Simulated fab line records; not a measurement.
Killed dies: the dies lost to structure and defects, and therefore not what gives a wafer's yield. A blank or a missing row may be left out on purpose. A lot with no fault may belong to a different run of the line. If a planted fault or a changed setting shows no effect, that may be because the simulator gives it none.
What tool caused it? -- flow gf180mcu -- 6 lots, 18 wafers sampled, at 4 steps of a route of 602

== WHAT THE GAUGES SHOWED, per wafer ==
GF_PASSIVATION_THK_MEAS_01.
lot,measured,on,PASSIVATION_CVD_00_THK (nm)
L748,day 28 14:40,film-metro-01,1003 986 1009
L752,day 29 22:50,film-metro-01,982 993 1010
L754,day 30 08:05,film-metro-01,1002 1016 997
L761,day 32 21:10,film-metro-02,1013 1034 717
L768,day 34 03:22,film-metro-04,977 998 977
L770,day 34 16:05,film-metro-04,1009 1001 990

== TOOL THAT RAN EACH LOT (tool first, then ch and the chambers of the sampled wafers, then the start) ==
lot,GF_MIM_SPUTTER_04,GF_V5_STRIP_18,GF_PASSIVATION_CVD_00
L748,"pvd-sputter-03, day 24 22:16","plasma-asher-02 ch 0,1, day 27 15:47","pecvd-02 ch 0,1,2, day 28 14:35"
L752,"pvd-sputter-03, day 26 12:43","plasma-asher-04 ch 0,1, day 29 01:52","pecvd-01 ch 0,1, day 29 22:44"
L754,"pvd-sputter-02, day 26 21:11","plasma-asher-04 ch 0,1, day 29 11:18","pecvd-01 ch 0,1,2, day 30 08:01"
L761,"pvd-sputter-03, day 29 18:05","plasma-asher-04 ch 0,1, day 32 02:07","pecvd-01 ch 0,1,2, day 32 21:06"
L768,"pvd-sputter-02, day 31 03:10","plasma-asher-03 ch 0,1, day 33 09:17","pecvd-02 ch 0,1,2, day 34 03:17"
L770,"pvd-sputter-02, day 31 18:07","plasma-asher-03 ch 0,1, day 33 22:11","pecvd-02 ch 0,1,2, day 34 16:01"
- GF_MIM_SPUTTER_04: material TiN, target thk 50 nm, time 41.7 s.
- GF_V5_STRIP_18: strips in O2/N2.
- GF_PASSIVATION_CVD_00: deposits SiO2 from TEOS, target thk 1000 nm, time 111.95 s.

== THE ANSWER, worked out from the rows above alone ==
Rule: the usual values come from the lots themselves. Put in order of their means at a reading, lots are off if they are a third of the lots or fewer, leave a main group of 4 or more, and stand apart from it by a gap of 3 or more times the standard deviation of the main group's means; of several such gaps the widest counts. If all means in a main group match to the digits the tables above print for the reading, that group is not used. Also off: a lot with no number at a reading for which 4 or more lots have one. Any other lot the step has rows for is counted as sound.
Off: L761, seen at GF_PASSIVATION_THK_MEAS_01 (PASSIVATION_CVD_00_THK). For the main group the mean is 997 nm and the standard deviation 7.1.
If a tool, at a process step before that reading, ran all the lots that are off and no sound lot after the first of them, it fits. The gauges at GF_PASSIVATION_THK_MEAS_01 are tried like those tools. Can't be told from this: 4 tools fit, pvd-sputter-03 at GF_MIM_SPUTTER_04, plasma-asher-04 at GF_V5_STRIP_18, pecvd-01 at GF_PASSIVATION_CVD_00, film-metro-02 at GF_PASSIVATION_THK_MEAS_01.

== WHAT THE SIMULATOR HAD PUT IN ==
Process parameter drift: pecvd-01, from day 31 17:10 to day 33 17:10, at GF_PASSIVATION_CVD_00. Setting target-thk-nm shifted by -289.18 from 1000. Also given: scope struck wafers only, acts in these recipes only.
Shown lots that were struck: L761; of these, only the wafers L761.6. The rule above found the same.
